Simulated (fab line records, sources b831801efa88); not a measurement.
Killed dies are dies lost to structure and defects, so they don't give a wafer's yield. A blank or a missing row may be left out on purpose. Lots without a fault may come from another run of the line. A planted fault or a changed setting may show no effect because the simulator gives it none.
Chamber matching | flow sky130 | SKY_VIA1_ETCH_15 on rie_diel-01: 4 sister chambers
The step etches SiO2 in C4F8/O2/Ar, stops on TiN, target depth 351 nm, time 54 s. 8 wafers are shown with their chamber, then 8 later ones without.

WAFERS WITH THEIR CHAMBER
wafer  | chamber | oes_product_au (a.u.)
L080.2 | 0       | 0.988
L085.4 | 3       | 0.986
L085.5 | 1       | 0.981
L085.6 | 0       | 0.989
L087.1 | 1       | 0.982
L087.3 | 2       | 0.974
L087.4 | 3       | 0.968
L090.2 | 2       | 0.984

WAFERS WITHOUT THEIR CHAMBER
wafer  | oes_product_au (a.u.)
L090.3 | 0.974
L090.4 | 0.988
L092.3 | 0.983
L092.4 | 0.987
L092.6 | 0.980
L093.3 | 0.988
L093.4 | 0.983
L093.5 | 0.983

WHICH CHAMBER EACH WENT THROUGH
wafer  | from the rows above               | in truth
L090.3 | can't be placed: 3 or 2 or 1 or 0 | 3
L090.4 | can't be placed: 0 or 1 or 2 or 3 | 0
L092.3 | can't be placed: 1 or 2 or 0 or 3 | 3
L092.4 | can't be placed: 0 or 1 or 2 or 3 | 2
L092.6 | can't be placed: 2 or 1 or 3 or 0 | 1
L093.3 | can't be placed: 0 or 1 or 2 or 3 | 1
L093.4 | can't be placed: 1 or 2 or 0 or 3 | 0
L093.5 | can't be placed: 1 or 2 or 0 or 3 | 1
Placed correctly: 0 of 8. Can't be placed from these rows: 8 (the true chamber is among the candidates in 8). Placed wrongly: 0.
How it was worked out, from the rows above alone: a wafer's distance from a chamber is the root of the sum, over the readings, of the square of ((its reading less the chamber's mean) divided by the reading's scatter). The wafer belongs to the nearest chamber; if the next one is less than 2 further off, it can't be placed. A chamber's mean is the mean of its shown wafers. The scatter: the root of (the sum of the squares of (reading less its chamber's mean) over the shown wafers, divided by (wafers less chambers)).
